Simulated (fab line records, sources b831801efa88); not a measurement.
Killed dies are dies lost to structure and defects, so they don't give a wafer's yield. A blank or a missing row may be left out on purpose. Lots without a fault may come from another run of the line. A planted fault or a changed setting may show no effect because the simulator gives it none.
Which tool did it? | flow gf180mcu | 24 lots, 72 wafers sampled, at 4 steps of a route of 602

WHAT THE GAUGES READ, wafer by wafer
GF_V1_THK_MEAS_25: measures by xrf.
lot  | measured     | on            | V1_W_THK (nm)
L074 | day 18 09:25 | film_metro-02 | 342 350 345
L075 | day 19 09:12 | film_metro-01 | 347 350 351
L077 | day 20 00:58 | film_metro-02 | 341 337 340
L076 | day 20 05:55 | film_metro-02 | 336 335 338
L078 | day 20 12:55 | film_metro-01 | 344 340 336
L079 | day 20 18:10 | film_metro-02 | 331 339 331
L080 | day 21 07:53 | film_metro-03 | 339 333 329
L082 | day 22 07:11 | film_metro-01 | 341 339 339
L081 | day 22 07:17 | film_metro-03 | 330 345 339
L084 | day 22 09:27 | film_metro-03 | 339 336 336
L083 | day 22 12:04 | film_metro-02 | 333 343 336
L085 | day 22 16:43 | film_metro-02 | 331 337 335
L086 | day 23 07:49 | film_metro-02 | 338 338 338
L087 | day 23 11:30 | film_metro-02 | 338 336 337
L088 | day 23 18:59 | film_metro-02 | 340 348 340
L089 | day 24 05:26 | film_metro-03 | 340 335 344
L090 | day 24 14:49 | film_metro-01 | 347 339 347
L091 | day 24 15:40 | film_metro-03 | 343 345 339
L092 | day 25 09:49 | film_metro-03 | 339 343 339
L093 | day 25 13:01 | film_metro-02 | 341 346 338
L094 | day 25 19:45 | film_metro-02 | 340 343 341
L095 | day 26 06:09 | film_metro-01 | 334 337 331
L096 | day 26 11:58 | film_metro-03 | 345 348 347
L097 | day 26 16:49 | film_metro-03 | 351 351 345

GF_M4_THK_MEAS_06: measures by xrf.
lot  | measured     | on            | M4_ALCU_THK (nm)
L074 | day 22 18:44 | film_metro-04 | 450 457 457
L075 | day 23 17:07 | film_metro-04 | 451 453 446
L077 | day 24 06:04 | film_metro-01 | 446 454 451
L076 | day 24 12:01 | film_metro-04 | 452 452 454
L078 | day 24 17:22 | film_metro-04 | 455 458 452
L079 | day 24 21:47 | film_metro-02 | 456 465 458
L080 | day 25 12:30 | film_metro-01 | 440 441 442
L082 | day 26 07:22 | film_metro-02 | 452 450 452
L081 | day 26 08:56 | film_metro-02 | 466 462 463
L084 | day 26 12:10 | film_metro-04 | 452 457 453
L083 | day 26 13:11 | film_metro-02 | 448 448 450
L085 | day 26 16:33 | film_metro-04 | 451 451 446
L086 | day 27 07:10 | film_metro-02 | 456 455 459
L087 | day 27 12:13 | film_metro-02 | 450 453 461
L088 | day 27 17:50 | film_metro-02 | 446 446 448
L089 | day 28 02:22 | film_metro-04 | 458 457 454
L090 | day 28 12:39 | film_metro-04 | 452 453 457
L091 | day 28 12:57 | film_metro-01 | 449 446 451
L092 | day 29 06:29 | film_metro-02 | 454 453 448
L093 | day 29 08:04 | film_metro-04 | 451 450 449
L094 | day 29 13:17 | film_metro-02 | 454 445 458
L095 | day 29 21:11 | film_metro-01 | 437 436 437
L096 | day 30 03:19 | film_metro-02 | 449 456 455
L097 | day 30 07:52 | film_metro-01 | 447 445 444

WHICH TOOL RAN EACH LOT (tool, then ch and the chambers of the sampled wafers, then the start)
lot  | GF_V3_ETCH_16                      | GF_M4_SPUTTER_00
L074 | rie_diel-03 ch 0,1,3, day 22 16:58 | pvd_sputter-03, day 22 18:23
L075 | rie_diel-04 ch 0,1, day 23 15:25   | pvd_sputter-03, day 23 16:46
L077 | rie_diel-01 ch 1,2,3, day 24 04:22 | pvd_sputter-04, day 24 05:43
L076 | rie_diel-03 ch 0,3, day 24 10:19   | pvd_sputter-04, day 24 11:40
L078 | rie_diel-01 ch 1,2,3, day 24 15:40 | pvd_sputter-02, day 24 17:01
L079 | rie_diel-03 ch 1,2, day 24 20:04   | pvd_sputter-03, day 24 21:27
L080 | rie_diel-04 ch 1,2,3, day 25 10:49 | pvd_sputter-04, day 25 12:10
L082 | rie_diel-04 ch 0,1, day 26 05:40   | pvd_sputter-02, day 26 07:02
L081 | rie_diel-04 ch 0,1,2, day 26 07:14 | pvd_sputter-02, day 26 08:35
L084 | rie_diel-03 ch 0,2,3, day 26 10:28 | pvd_sputter-03, day 26 11:49
L083 | rie_diel-04 ch 1,2, day 26 11:28   | pvd_sputter-03, day 26 12:49
L085 | rie_diel-03 ch 0,2, day 26 14:52   | pvd_sputter-02, day 26 16:13
L086 | rie_diel-03 ch 0,1,2, day 27 05:28 | pvd_sputter-02, day 27 06:49
L087 | rie_diel-01 ch 0,3, day 27 10:31   | pvd_sputter-03, day 27 11:52
L088 | rie_diel-01 ch 0,1, day 27 16:07   | pvd_sputter-02, day 27 17:31
L089 | rie_diel-01 ch 0,1,2, day 28 00:40 | pvd_sputter-02, day 28 02:01
L090 | rie_diel-01 ch 1,2,3, day 28 10:34 | pvd_sputter-02, day 28 12:19
L091 | rie_diel-03 ch 0,3, day 28 10:58   | pvd_sputter-03, day 28 12:37
L092 | rie_diel-04 ch 1,2,3, day 29 04:43 | pvd_sputter-03, day 29 06:07
L093 | rie_diel-01 ch 0,1,3, day 29 06:22 | pvd_sputter-04, day 29 07:43
L094 | rie_diel-01 ch 0,3, day 29 11:16   | pvd_sputter-03, day 29 12:57
L095 | rie_diel-03 ch 0,2,3, day 29 19:28 | pvd_sputter-03, day 29 20:49
L096 | rie_diel-04 ch 0,3, day 30 01:34   | pvd_sputter-04, day 30 02:55
L097 | rie_diel-03 ch 0,1,2, day 30 06:07 | pvd_sputter-04, day 30 07:31
- GF_V3_ETCH_16: etches BARC in N2/H2.
- GF_M4_SPUTTER_00: material Ti, target thk 37.5 nm, time 150 s.

WHAT THE TOOLS THEMSELVES READ (means of the sampled wafers that have a number; where no wafer has one, the mark that the record gives instead)
GF_V3_ETCH_16.
lot  | tool        | drypump_motor_current_A (A) | oes_product_au (a.u.) | throttle_valve_pct (%)
L074 | rie_diel-03 | 6.1                         | 0.856                 | 13.225
L075 | rie_diel-04 | 5.9                         | 0.853                 | 13.224
L077 | rie_diel-01 | 6.3                         | 0.856                 | 13.224
L076 | rie_diel-03 | 6.1                         | 0.855                 | 13.220
L078 | rie_diel-01 | 6.3                         | 0.855                 | 13.231
L079 | rie_diel-03 | 5.6                         | 0.854                 | 13.227
L080 | rie_diel-04 | 5.9                         | 0.859                 | 13.222
L082 | rie_diel-04 | 5.9                         | 0.855                 | 13.227
L081 | rie_diel-04 | 5.7                         | 0.856                 | 13.222
L084 | rie_diel-03 | 5.9                         | 0.854                 | 13.219
L083 | rie_diel-04 | 5.8                         | 0.857                 | 13.229
L085 | rie_diel-03 | 5.6                         | 0.853                 | 13.234
L086 | rie_diel-03 | 5.7                         | 0.854                 | 13.223
L087 | rie_diel-01 | 5.9                         | 0.854                 | 13.226
L088 | rie_diel-01 | 6.1                         | 0.860                 | 13.220
L089 | rie_diel-01 | 6.0                         | 0.852                 | 13.228
L090 | rie_diel-01 | 6.3                         | 0.854                 | 13.225
L091 | rie_diel-03 | 6.2                         | 0.851                 | 13.228
L092 | rie_diel-04 | 5.9                         | 0.853                 | 13.229
L093 | rie_diel-01 | 6.0                         | 0.859                 | 13.222
L094 | rie_diel-01 | 5.9                         | 0.858                 | 13.215
L095 | rie_diel-03 | 5.9                         | 0.855                 | 13.222
L096 | rie_diel-04 | 6.1                         | 0.850                 | 13.215
L097 | rie_diel-03 | 5.6                         | 0.860                 | 13.230

GF_M4_SPUTTER_00.
lot  | tool           | throttle_valve_pct (%)
L074 | pvd_sputter-03 | 29.7
L075 | pvd_sputter-03 | 30.8
L077 | pvd_sputter-04 | 29.5
L076 | pvd_sputter-04 | 30.1
L078 | pvd_sputter-02 | 30.5
L079 | pvd_sputter-03 | 31.1
L080 | pvd_sputter-04 | 30.3
L082 | pvd_sputter-02 | 30.4
L081 | pvd_sputter-02 | 30.5
L084 | pvd_sputter-03 | 29.3
L083 | pvd_sputter-03 | 31.8
L085 | pvd_sputter-02 | 30.7
L086 | pvd_sputter-02 | 30.4
L087 | pvd_sputter-03 | 30.8
L088 | pvd_sputter-02 | 30.4
L089 | pvd_sputter-02 | 30.6
L090 | pvd_sputter-02 | 29.9
L091 | pvd_sputter-03 | 31.5
L092 | pvd_sputter-03 | 31.5
L093 | pvd_sputter-04 | 29.6
L094 | pvd_sputter-03 | 29.8
L095 | pvd_sputter-03 | 31.9
L096 | pvd_sputter-04 | 29.9
L097 | pvd_sputter-04 | 29.1

THE ANSWER, worked out from the rows above alone
Rule: what is usual is taken from the lots themselves. Put in order of their means at a reading, lots are off if they are a third of the lots or fewer, leave a main group of 4 or more, and stand apart from it by a gap of 3 or more times the standard deviation of the main group's means; of several such gaps the widest counts. A main group whose means are all the same, to the digits that the tables above print for the reading, isn't used. A lot without any number at a reading at which 4 lots or more have one is off too. The other lots that the step has rows for count as sound. The gauges are gone through in route order, then the tools' own readings, and for those a lot's mean is taken as printed above. The first step at which some lot is off is used, and at that step the reading that is off furthest; a lot without a number counts as furthest.
No lot is off at any reading shown: from this, nothing can be told.

WHAT THE SIMULATOR HAD PUT IN
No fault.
